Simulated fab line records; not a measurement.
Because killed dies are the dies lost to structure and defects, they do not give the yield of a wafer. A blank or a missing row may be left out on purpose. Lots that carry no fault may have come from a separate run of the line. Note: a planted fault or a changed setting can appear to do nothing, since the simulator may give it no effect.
A struck lot beside a sound one | flow sky130 | 36 steps out of a route of 708
Sound: the wafers L694.1, L694.2, L694.6. Wafers L689.1, L689.3, L689.5 were the ones struck. The cause comes at the end.
Order at every step that has rows: each side's tool, ch and its chambers, its first start. Under that, the readings that differ: sound wafers | struck wafers | difference of the means | sigmas: that difference in standard deviations of wafers without a fault.
alike: readings whose means differ by less than 2 such deviations, and words and numbers that are the same on both sides. not compared: withheld readings, readings that some wafer has no value for, bounds like >300 that may hide the same value, and numbers for which the record gives no deviation and whose values overlap.
The two part at a step that has a row with sigmas, a row that says differs or no value, or rows on one side only. Numbers that don't overlap but have no deviation are shown without sigmas and don't part them. Lack of a reading on every wafer of one side parts them only where that side has two or more wafers.

first, 10 steps without rows for these wafers: SKY_POLY_CUT_ETCH_10 (etches BARC in N2/H2, stops on SiO2, time 45.9 s, target depth 60 nm); SKY_POLY_CUT_ETCH_11 (etches Si3N4 in CF4/CH2F2/Ar, stops on poly-Si, time 42.5 s, target depth 60 nm); SKY_POLY_CUT_STRIP_12 (strips in O2/N2); SKY_SD_P_DEHYDRATE_00 (time 60 s); SKY_SD_P_HMDS_01 (prime time 60 s); SKY_SD_P_COAT_02 (resist thk 1140 nm); SKY_SD_P_SOFTBAKE_03 (time 60 s); SKY_SD_P_EXPOSE_04 (exposes mask PSDM, target cd 380 nm); SKY_SD_P_PEB_05; SKY_SD_P_DEVELOP_06 (develop time 60 s).
SKY_SD_P_IMPLANT_09:
  sound on implanter-01 ch 0, day 32 18:25; struck on implanter-02 ch 0, day 31 03:20
  alike: beam_on_s, dose_ions_cm2, faraday_current_uA, tilt_deg
SKY_SD_P_STRIP_10: strips in O2/N2.
  sound on plasma_asher-04 ch 0,1, day 32 18:34; struck on plasma_asher-04 ch 0,1, day 31 03:29
  reading                      | sound             | struck            | difference | sigmas
  oes_product_au (a.u.)        | 0.618 0.617 0.614 | 0.628 0.627 0.624 | +0.010     | +2
  strip_time_to_endpoint_s (s) | 17.45 17.41 17.44 | 17.12 17.11 17.11 | -0.32      | -7
  alike: drypump_motor_current_A
  not compared: rf_hours_counter_h
SKY_SD_P_TW_MEAS_11:
  sound: film_metro-03 at day 32 18:40; struck: film_metro-03 at day 31 03:35
  reading | sound          | struck         | difference | sigmas
  SD_P_TW | 2816 2817 2809 | 2704 2696 2707 | -112       | -9
then, 21 steps without rows for these wafers: SKY_RES_XHIGH_DEHYDRATE_00 (time 60 s); SKY_RES_XHIGH_HMDS_01 (prime time 60 s); SKY_RES_XHIGH_COAT_02 (resist thk 1140 nm); SKY_RES_XHIGH_SOFTBAKE_03 (time 60 s); SKY_RES_XHIGH_EXPOSE_04 (exposes mask URPM, target cd 1270 nm); SKY_RES_XHIGH_PEB_05; SKY_RES_XHIGH_DEVELOP_06 (develop time 60 s); SKY_RES_XHIGH_IMPLANT_07; SKY_RES_XHIGH_STRIP_08 (strips in O2/N2); SKY_SD_N_DEHYDRATE_00 (time 60 s); SKY_SD_N_HMDS_01 (prime time 60 s); SKY_SD_N_COAT_02 (resist thk 1140 nm); SKY_SD_N_SOFTBAKE_03 (time 60 s); SKY_SD_N_EXPOSE_04 (exposes mask NSDM, target cd 380 nm); SKY_SD_N_PEB_05; SKY_SD_N_DEVELOP_06 (develop time 60 s); SKY_SD_N_IMPLANT_09; SKY_SD_N_IMPLANT_10; SKY_SD_N_STRIP_11 (strips in O2/N2); SKY_SD_N_CLEAN_13 (cleans in SC1/SC2, time 150 s); SKY_SD_N_RTA_14 (time 2 s).
-- the record jumps here: 2 days lie between the struck wafers' starts before and after --
SKY_SD_N_RS_MEAS_17: a four-point-probe measurement.
  sound: film_metro-04 at day 34 23:59; struck: film_metro-01 at day 33 09:39
  reading          | sound             | struck            | difference | sigmas
  SD_P_RS (ohm/sq) | 147.2 147.3 146.6 | 150.6 150.4 150.7 | +3.5       | +10
-- the record jumps here: 16 days lie between the struck wafers' starts before and after (it left off in module SD_N and takes up again in module PAD_OPEN, whose first step shown is number 708 of the route) --
SKY_PAD_OPEN_PROBE_99:
  sound: prober-02 at day 50 14:38; struck: prober-01 at day 49 14:19
  reading                             | sound             | struck            | difference | sigmas
  model.etest.res_high_po.line_ohm_um | 711.4 738.5 726.6 | 848.8 907.5 871.4 | +150.4     |
  model.etest.licon_high_po.rc_ohm    | 344.6 350.9 351.6 | 468.2 465.7 492.4 | +126.4     |
  model.etest.res_pdiff.line_ohm_um   | 1428 1419 1423    | 1470 1482 1472    | +51        |
  model.etest.res_high_po.rs_ohm_sq   | 248.8 255.6 257.3 | 295.2 315.1 305.7 | +51.4      |
  model.etest.res_pdiff_hv.rs_ohm_sq  | 193.6 195.3 193.4 | 206.5 209.2 208.1 | +13.8      |
  model.etest.res_pdiff.rs_ohm_sq     | 199.4 200.2 198.9 | 210.1 212.4 213.9 | +12.6      |
  alike: killed_at_M0_to_M3, killed_at_M4_up, killed_at_contacts, killed_at_front_end, killed_at_other, killed_dies, killed_open, killed_short
  not compared: model.etest.licon_pdiff.rc_ohm

== WHERE THEY PART ==
First at SKY_SD_P_STRIP_10; last, within this record, at SKY_SD_N_RS_MEAS_17. Later steps at which nothing parts them and some readings are alike: SKY_PAD_OPEN_PROBE_99.

WHY: what the simulator had put in
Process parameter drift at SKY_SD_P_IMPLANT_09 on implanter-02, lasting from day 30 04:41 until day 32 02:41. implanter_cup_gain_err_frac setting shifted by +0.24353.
